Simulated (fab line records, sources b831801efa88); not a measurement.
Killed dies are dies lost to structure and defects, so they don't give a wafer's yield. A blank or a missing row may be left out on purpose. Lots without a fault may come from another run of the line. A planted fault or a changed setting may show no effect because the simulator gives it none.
fab line records | flow sky130
record lots=6 wafers=18 last_day=50
route steps=708 shown LDD_N@252 LDD_P@255 LDD_HVN@267 PAD_OPEN@708
lots that met no fault: from a run of the same line without faults
start_h: hours from the record's first day to the start of the lot's first wafer shown | wait_h: hours since the lot's step before | " the same as in the row above | L1.1+2: a row that stands for several wafers | - no value, or no start given | * or withheld: withheld | < > ~ a bound
route shown NAME@n: a module of which the file shows steps, and the number in the route of the first | usual: mean/standard deviation of fault-free wafers | same: alike in all rows | chamber/n: place in a boat | sites: the reading at each site | _std_site: their standard deviation | _edge_site: outer sites' mean less inner sites' | radius_mm: how far each site lies from the wafer's centre | mask NAME#n: copy n | behind: the tool/chamber that last shaped the wafer | hold: why the lot was held/for how many hours/how that ended | device: the transistor (n, p or np) that didn't switch | end of line: the same wafers' tests at the end of the route | a step without rows: its recipe alone | killed: dies lost to structure and defects at the first sort, not the wafer's yield | map: a wafer's dies, x killed, . not, _ none there
set.NAME: the setting as run; set.NAME@STEP: as run at that earlier step | model.NAME: the simulator's own value behind a step, which no gauge read
lots at some steps of the route; a table a step, a row a wafer
services: from which hour (start_h, from the record's first day; less than 0 if before it) a tool's chamber was out of use, for how many hours, and why
## steps
# step SKY_LDD_N_IMPLANT_15
# recipe species=BF2 energy_kev=50 dose_cm2=5e+12 tilt_deg=30 rotation_deg=270
# step SKY_LDD_N_STRIP_16
# recipe chemistry=O2/N2 power_w=1400 pressure_mtorr=1500 platen_temp_c=withheld o2_flow_sccm=3000 n2_flow_sccm=300 overash_fraction=0.5
# usual drypump_motor_current_A=5.8/0.38 oes_product_au=0.407/0.0048 strip_time_to_endpoint_s=4.317/0.012
# columns lot.wafer tool chamber start_h wait_h drypump_motor_current_A oes_product_au rf_hours_counter_h strip_time_to_endpoint_s
L347.3 plasma_asher-02 1 512.61 0.1 6.2 0.407 - 4.329
L347.5 " 0 " " 5.5 0.406 - 4.321
L347.6 " 1 " " 6.1 0.408 - 4.330
L348.1 plasma_asher-04 1 523.58 0.1 5.9 0.409 84 4.329
L348.2 " 0 " " 6.2 0.403 84 4.338
L348.5 " 0 " " 6.2 0.414 - 4.331
L350.3 plasma_asher-04 0 541.91 0.1 6.3 0.413 - 4.312
L350.5 " 1 " " 5.9 0.408 - 4.313
L350.6 " 0 " " 6.3 0.406 - 4.318
L351.1 plasma_asher-01 1 544.61 0.1 5.1 0.401 70 4.322
L351.3 " 0 " " 5.8 0.400 - 4.319
L351.4 " 1 " " 5.1 0.409 - 4.315
L355.1 plasma_asher-04 1 581.06 0.1 5.9 0.409 89 4.301
L355.3 " 1 " " 5.9 0.402 - 4.301
L355.5 " 0 " " 6.2 0.413 - 4.299
L354.1 plasma_asher-04 1 584.73 0.1 5.9 0.401 90 4.341
L354.2 " 0 " " 6.2 0.410 90 4.343
L354.3 " 0 " " 6.3 0.409 - 4.327
# step SKY_LDD_N_TW_MEAS_17
# usual LDD_N_TW=2585/29
# columns lot.wafer tool chamber start_h wait_h LDD_N_TW
L347.3 film_metro-01 - 512.70 0.1 2569
L347.5 " - " " 2553
L347.6 " - " " 2563
L348.1 film_metro-03 - 523.68 0.1 2631
L348.2 " - " " 2624
L348.5 " - " " 2624
L350.3 film_metro-01 - 542.00 0.1 2551
L350.5 " - " " 2557
L350.6 " - " " 2561
L351.1 film_metro-04 - 544.71 0.1 2558
L351.3 " - " " 2562
L351.4 " - " " 2557
L355.1 film_metro-04 - 581.16 0.1 2548
L355.3 " - " " 2559
L355.5 " - " " 2560
L354.1 film_metro-01 - 584.83 0.1 2572
L354.2 " - " " 2567
L354.3 " - " " 2573
# step SKY_LDD_P_DEHYDRATE_00
# recipe temp_c=200 time_s=60
# step SKY_LDD_P_HMDS_01
# recipe prime_time_s=60 prime_temp_c=120
# step SKY_LDD_P_COAT_02
# recipe resist=NOVOLAK spin_rpm=3000 resist_thk_nm=1140
# step SKY_LDD_P_SOFTBAKE_03
# recipe temp_c=90 time_s=60 resist=NOVOLAK
# step SKY_LDD_P_EXPOSE_04
# recipe mask_id=PSDM na=0.6 source_shape=conventional sigma_outer=0.6 polarization=unpolarized target_cd_nm=380 dose_mj=138
# step SKY_LDD_P_PEB_05
# recipe temp_c=withheld time_s=* resist=NOVOLAK
# step SKY_LDD_P_DEVELOP_06
# recipe resist=NOVOLAK developer=TMAH develop_time_s=60 dev_temp_c=23
# step SKY_LDD_P_CD_MEAS_07
# recipe target_cd_nm=380
# usual cd_nm=380/3.2
# columns lot.wafer tool chamber start_h wait_h cd_nm
L347.3 cd_sem-02 - 542.78 0.1 380
L347.5 " - " " 380
L347.6 " - " " 379
L348.1 cd_sem-01 - 553.29 0.1 374
L348.2 " - " " 373
L348.5 " - " " 374
L350.3 cd_sem-01 - 571.45 0.1 376
L350.5 " - " " 376
L350.6 " - " " 377
L351.1 cd_sem-02 - 574.09 0.1 380
L351.3 " - " " 382
L351.4 " - " " 382
L355.1 cd_sem-02 - 609.89 0.1 383
L355.3 " - " " 381
L355.5 " - " " 382
L354.1 cd_sem-01 - 614.21 0.1 387
L354.2 " - " " 384
L354.3 " - " " 385
# step SKY_LDD_P_OVL_MEAS_08
# usual LDD_P_OVL=-0.9/1.5
# columns lot.wafer tool chamber start_h wait_h LDD_P_OVL[nm]
L347.3 overlay-02 - 542.87 0.1 -0.6
L347.5 " - " " 0.5
L347.6 " - " " -0.2
L348.1 overlay-01 - 553.41 0.1 -3.0
L348.2 " - " " -2.5
L348.5 " - " " -2.4
L350.3 overlay-02 - 571.54 0.1 -2.1
L350.5 " - " " -2.4
L350.6 " - " " -1.7
L351.1 overlay-02 - 574.21 0.1 2.9
L351.3 " - " " 1.2
L351.4 " - " " 1.4
L355.1 overlay-02 - 610.01 0.1 1.3
L355.3 " - " " 0.2
L355.5 " - " " 2.2
L354.1 overlay-01 - 614.33 0.1 -2.0
L354.2 " - " " 0.0
L354.3 " - " " -0.5
# step SKY_LDD_P_IMPLANT_09
# recipe species=BF2 energy_kev=25 dose_cm2=1e+13 tilt_deg=withheld
# usual dose_ions_cm2=1.0001e+13/1.2e+10 faraday_current_uA=56.3/1.1
# same implant_ion_amu=49
# columns lot.wafer tool chamber start_h wait_h dose_ions_cm2 faraday_current_uA
L347.3 implanter-02 0 542.95 0.1 1.813e+12 10.2
L347.5 " 0 " " 1.798e+12 10.3
L347.6 " 0 " " 1.789e+12 10.5
L348.1 implanter-02 0 553.45 0.0 1.789e+12 9.9
L348.2 " 0 " " 1.802e+12 10.1
L348.5 " 0 " " 1.802e+12 10.3
L350.3 implanter-01 0 571.62 0.1 1.001e+13 55.4
L350.5 " 0 " " 1.0017e+13 55.9
L350.6 " 0 " " 1.0023e+13 54.4
L351.1 implanter-01 0 574.25 0.0 1.0003e+13 53.7
L351.3 " 0 " " 9.998e+12 55.1
L351.4 " 0 " " 1.0009e+13 55.8
L355.1 implanter-04 0 610.05 0.0 1.0032e+13 55.3
L355.3 " 0 " " 1.0006e+13 57.1
L355.5 " 0 " " 1.0006e+13 55.7
L354.1 implanter-02 0 614.37 0.0 1.0009e+13 56.7
L354.2 " 0 " " 9.981e+12 57.7
L354.3 " 0 " " 1.0003e+13 56.4
# step SKY_LDD_P_STRIP_10
# recipe chemistry=O2/N2 power_w=1400 pressure_mtorr=1500 platen_temp_c=withheld o2_flow_sccm=3000 n2_flow_sccm=300 overash_fraction=0.5
# usual drypump_motor_current_A=5.7/0.37 oes_product_au=0.716/0.0047 strip_time_to_endpoint_s=14.19/0.052
# columns lot.wafer tool chamber start_h wait_h drypump_motor_current_A oes_product_au rf_hours_counter_h strip_time_to_endpoint_s
L347.3 plasma_asher-01 1 543.08 0.1 5.1 0.711 - 14.15
L347.5 " 1 " " 5.1 0.714 - 14.14
L347.6 " 0 " " 5.8 0.718 - 14.15
L348.1 plasma_asher-04 0 553.60 0.1 6.3 0.713 87 14.21
L348.2 " 1 " " 5.9 0.718 87 14.23
L348.5 " 0 " " 6.2 0.715 - 14.21
L350.3 plasma_asher-03 1 571.75 0.1 6.0 0.707 - 14.20
L350.5 " 1 " " 6.0 0.717 - 14.23
L350.6 " 0 " " 5.5 0.715 - 14.20
L351.1 plasma_asher-01 1 574.40 0.1 5.2 0.719 73 14.15
L351.3 " 1 " " 5.2 0.713 - 14.17
L351.4 " 0 " " 5.8 0.723 - 14.13
L355.1 plasma_asher-03 0 610.20 0.1 5.6 0.721 17 14.23
L355.3 " 1 " " 6.1 0.719 - 14.21
L355.5 " 1 " " 6.0 0.716 - 14.25
L354.1 plasma_asher-01 0 614.52 0.1 5.8 0.714 77 14.23
L354.2 " 1 " " 5.1 0.719 77 14.15
L354.3 " 0 " " 5.8 0.718 - 14.20
# step SKY_LDD_P_TW_MEAS_11
# usual LDD_P_TW=629/5.1
# columns lot.wafer tool chamber start_h wait_h LDD_P_TW
L347.3 film_metro-02 - 543.17 0.1 371
L347.5 " - " " 371
L347.6 " - " " 370
L348.1 film_metro-01 - 553.70 0.1 376
L348.2 " - " " 374
L348.5 " - " " 378
L350.3 film_metro-04 - 571.84 0.1 626
L350.5 " - " " 631
L350.6 " - " " 629
L351.1 film_metro-04 - 574.50 0.1 629
L351.3 " - " " 629
L351.4 " - " " 629
L355.1 film_metro-01 - 610.30 0.1 632
L355.3 " - " " 633
L355.5 " - " " 631
L354.1 film_metro-04 - 614.62 0.1 632
L354.2 " - " " 631
L354.3 " - " " 626
# step SKY_LDD_HVN_DEHYDRATE_00
# recipe temp_c=200 time_s=60
# step SKY_PAD_OPEN_PROBE_99
# usual killed_at_M0_to_M3=43/6.7 killed_at_M4_up=3.0/1.9 killed_at_contacts=25/5.4 killed_at_front_end=16/4.5 killed_at_other=0.4/0.62 killed_dies=87/9.6 killed_open=47/7 killed_short=39/6.1
# same gross_dies=492 killed_at_back_side=0
# columns lot.wafer tool chamber start_h wait_h killed_at_M0_to_M3 killed_at_M4_up killed_at_contacts killed_at_front_end killed_at_other killed_dies killed_open killed_short model.etest.tip_p.rs_ohm_sq model.etest.tip_p.rs_ohm_sq_range model.etest.pfet_01v8.r_on_ohm_um model.etest.tip_p.rs_ohm_sq_rim_less_centre model.etest.pfet_01v8.drive_ua_um model.etest.pfet_01v8_hvt.drive_ua_um model.etest.sram_pfet_latch.drive_ua_um model.etest.pfet_01v8_mvt.drive_ua_um
L347.3 prober-01 - 1147.92 0.2 39 3 19 25 0 86 47 37 3.216e+04 1097 3058 -286.8 177.3 132.1 134.6 144.1
L347.5 prober-01 - 1148.02 0.2 49 6 16 16 0 87 57 28 3.239e+04 1847 3136 -1101 171.8 127 127.5 141.7
L347.6 prober-01 - 1148.07 0.2 53 2 19 27 0 101 60 38 3.311e+04 1768 3152 445.4 172.1 127.2 131.2 140.3
L348.1 prober-02 - 1151.68 0.1 50 8 26 14 0 98 51 45 2.884e+04 1399 3083 923.9 179.8 132.9 128 148.2
L348.2 prober-02 - 1151.73 0.1 43 7 24 13 0 87 43 44 2.917e+04 1710 3059 627.8 180.1 135.6 134.3 150.6
L348.5 prober-02 - 1151.88 0.2 44 3 21 8 1 77 45 32 2.81e+04 1824 3078 -238.8 179.2 131.4 134.3 148
L350.3 prober-02 - 1161.41 0.2 49 2 27 14 0 92 59 33 6879 193.4 2819 -97.99 195.8 146.1 143.4 153.8
L350.5 prober-02 - 1161.51 0.2 41 4 23 15 0 83 47 35 6938 206.2 2945 29.89 189 140.2 133.8 150.5
L350.6 prober-02 - 1161.56 0.2 35 2 28 15 2 82 50 32 6868 206.3 2881 -23.3 193.5 143.8 138.7 154.2
L351.1 prober-01 - 1166.01 0.1 44 1 21 24 1 91 39 51 6888 61.53 2931 14.03 190.8 140.4 134.6 151.8
L351.3 prober-01 - 1166.11 0.2 48 5 31 10 1 95 50 45 6838 167.7 2885 67.79 193.1 141.5 141.1 151.3
L351.4 prober-01 - 1166.16 0.2 42 8 22 13 1 86 48 38 6868 221.8 2906 -31.05 193.2 141 143.2 151.6
L355.1 prober-02 - 1187.34 0.1 39 0 25 14 1 79 42 36 6840 200.9 2883 120.9 197.1 145.9 145.5 154.2
L355.3 prober-02 - 1187.44 0.2 48 4 26 13 0 91 54 37 6805 201.9 2851 51.45 195.6 144.7 140 154.3
L355.5 prober-02 - 1187.54 0.2 35 1 29 13 1 79 46 32 6855 192 2909 49.06 190 141.9 144 151.7
L354.1 prober-01 - 1189.61 0.1 44 4 34 15 0 97 52 44 6968 116.7 2944 7.368 186.3 140.9 143 148.3
L354.2 prober-01 - 1189.66 0.1 42 3 28 7 0 80 37 43 6935 181.5 2930 -37.14 187.9 139.3 138.6 147.2
L354.3 prober-01 - 1189.71 0.2 38 4 33 16 1 92 48 44 7011 207.8 2933 194.9 188.6 140.8 136.7 148.2
# killed by level:class
L347.3 POLY_GATE:geometric_particle:short=10 VIA1:geometric_particle:open=9 VIA2:geometric_particle:open=8 CONTACT:geometric_particle:open=7 POLY_GATE:geometric_particle:open=6 LI_CONTACT:geometric_particle:open=6 VIA2:geometric_particle:short=5 VIA3:geometric_particle:open=5
L347.5 VIA1:geometric_particle:open=18 VIA2:geometric_particle:open=8 VIA3:geometric_particle:open=8 CONTACT:geometric_particle:open=5 VIA2:geometric_particle:short=4 POLY_GATE:geometric_particle:open=4 LI_CONTACT:geometric_particle:short=4 POLY_GATE:geometric_particle:short=3
L347.6 VIA1:geometric_particle:open=12 VIA2:geometric_particle:open=12 CONTACT:geometric_particle:open=11 VIA3:geometric_particle:open=8 FIELD_ISO:geometric_particle:open=7 METAL2:geometric_particle:short=6 METAL1:geometric_particle:short=5 FIELD_ISO:geometric_particle:short=4
L348.1 VIA1:geometric_particle:open=13 CONTACT:geometric_particle:open=9 CONTACT:geometric_particle:short=8 VIA2:geometric_particle:open=8 VIA1:geometric_particle:short=5 VIA3:geometric_particle:open=5 METAL4:geometric_particle:short=5 FIELD_ISO:geometric_particle:open=4
L348.2 LI_CONTACT:geometric_particle:open=12 VIA3:geometric_particle:open=8 VIA1:geometric_particle:short=7 VIA2:geometric_particle:short=5 VIA2:geometric_particle:open=5 METAL4:geometric_particle:short=5 VIA1:geometric_particle:open=4 METAL2:geometric_particle:short=4
L348.5 CONTACT:geometric_particle:open=11 VIA1:geometric_particle:open=10 VIA2:geometric_particle:open=8 LI_CONTACT:geometric_particle:open=4 VIA1:geometric_particle:short=4 VIA2:geometric_particle:short=4 VIA3:geometric_particle:open=4 CONTACT:geometric_particle:short=3
L350.3 CONTACT:geometric_particle:open=15 VIA1:geometric_particle:open=12 VIA2:geometric_particle:open=11 METAL1:geometric_particle:short=5 METAL2:geometric_particle:short=5 FIELD_ISO:geometric_particle:open=4 FIELD_ISO:geometric_particle:short=4 LI_CONTACT:geometric_particle:open=4
L350.5 VIA1:geometric_particle:open=14 CONTACT:geometric_particle:open=10 CONTACT:geometric_particle:short=6 VIA2:geometric_particle:open=6 METAL2:geometric_particle:short=6 FIELD_ISO:geometric_particle:open=5 POLY_GATE:geometric_particle:open=4 METAL1:geometric_particle:short=4
L350.6 VIA1:geometric_particle:open=13 CONTACT:geometric_particle:open=10 FIELD_ISO:geometric_particle:short=7 LOCAL_INTERCONNECT:geometric_particle:short=7 LI_CONTACT:geometric_particle:open=5 METAL2:geometric_particle:short=5 VIA3:geometric_particle:open=5 FIELD_ISO:geometric_particle:open=3
L351.1 POLY_GATE:geometric_particle:short=8 VIA1:geometric_particle:open=8 CONTACT:geometric_particle:open=6 METAL1:geometric_particle:short=6 VIA3:geometric_particle:open=6 FIELD_ISO:geometric_particle:short=5 LI_CONTACT:geometric_particle:open=5 VIA2:geometric_particle:short=5
L351.3 VIA1:geometric_particle:open=18 CONTACT:geometric_particle:open=10 CONTACT:geometric_particle:short=7 VIA1:geometric_particle:short=7 LI_CONTACT:geometric_particle:open=6 LI_CONTACT:geometric_particle:short=4 METAL2:geometric_particle:short=4 VIA2:geometric_particle:open=4
L351.4 VIA1:geometric_particle:open=16 CONTACT:geometric_particle:open=7 VIA2:geometric_particle:open=7 METAL4:geometric_particle:short=7 METAL2:geometric_particle:short=6 FIELD_ISO:geometric_particle:open=4 POLY_GATE:geometric_particle:short=4 LI_CONTACT:geometric_particle:short=4
L355.1 CONTACT:geometric_particle:open=10 POLY_GATE:geometric_particle:open=8 METAL2:geometric_particle:short=8 VIA2:geometric_particle:open=7 CONTACT:geometric_particle:short=5 VIA1:geometric_particle:open=5 VIA3:geometric_particle:short=5 VIA3:geometric_particle:open=5
L355.3 VIA1:geometric_particle:open=13 CONTACT:geometric_particle:open=12 VIA2:geometric_particle:open=7 VIA2:geometric_particle:short=7 LI_CONTACT:geometric_particle:open=6 VIA1:geometric_particle:short=6 POLY_GATE:geometric_particle:open=5 LI_CONTACT:geometric_particle:short=4
L355.5 CONTACT:geometric_particle:open=11 LI_CONTACT:geometric_particle:open=8 VIA1:geometric_particle:open=8 VIA3:geometric_particle:open=5 CONTACT:geometric_particle:short=5 METAL1:geometric_particle:short=5 VIA1:geometric_particle:short=4 METAL2:geometric_particle:short=4
L354.1 CONTACT:geometric_particle:open=12 VIA1:geometric_particle:open=9 VIA3:geometric_particle:open=9 LI_CONTACT:geometric_particle:open=7 LOCAL_INTERCONNECT:geometric_particle:short=7 METAL1:geometric_particle:short=5 LI_CONTACT:geometric_particle:short=4 CONTACT:geometric_particle:short=4
L354.2 VIA1:geometric_particle:open=10 METAL2:geometric_particle:short=7 LI_CONTACT:geometric_particle:open=7 CONTACT:geometric_particle:short=6 METAL1:geometric_particle:short=6 VIA2:geometric_particle:open=6 LI_CONTACT:geometric_particle:short=5 LOCAL_INTERCONNECT:geometric_particle:short=5
L354.3 CONTACT:geometric_particle:open=12 VIA1:geometric_particle:open=10 CONTACT:geometric_particle:short=8 FIELD_ISO:geometric_particle:open=5 LI_CONTACT:geometric_particle:open=5 FIELD_ISO:geometric_particle:short=5 VIA2:geometric_particle:short=5 METAL2:geometric_particle:short=4
## services
# columns tool chamber start_h hours kind
implanter-04 - 497.27 3.5 pm
implanter-04 - 509.53 2.1 repair
implanter-02 - 514.50 1.7 repair
implanter-01 - 520.40 0.7 repair
plasma_asher-01 - 526.97 2.2 repair
implanter-04 - 536.06 15.6 repair
implanter-01 - 553.27 3.1 repair
plasma_asher-03 - 572.16 2.1 repair
plasma_asher-02 - 574.84 2.2 repair
implanter-02 - 580.38 5.3 repair
plasma_asher-04 - 601.37 9.2 pm
plasma_asher-03 - 602.22 2.1 repair
## key
first_sign step=SKY_LDD_P_IMPLANT_09 reading=dose_ions_cm2 direction=down sigmas=99+ usual=* struck=*
effect step=SKY_LDD_P_IMPLANT_09 reading=faraday_current_uA direction=down sigmas=43 usual=56.3 struck=10.2
effect step=SKY_LDD_P_TW_MEAS_11 reading=LDD_P_TW direction=down sigmas=50 usual=629 struck=373
model_effect step=SKY_PAD_OPEN_PROBE_99 value=etest.tip_p.rs_ohm_sq without=6815 struck=3.063e+04
met_at SKY_LDD_P_IMPLANT_09
struck_wafers L347.3,L347.5,L347.6,L348.1,L348.2,L348.5
tester_left_out L347,L348
fault kind=process_parameter_drift tool=implanter-02 chamber=- onset_h=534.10 steps=SKY_LDD_P_IMPLANT_09 channel=dose_cm2 offset=* shape=step end_h=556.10 acts_in=* stated=*
# tester_left_out: of these lots the tester's yield and bins aren't shown, on N5 and GAA mostly nor the transistor test; their killed dies are dies lost to structure and defects alone, not to doping, threshold or leakage, so they don't give the yield
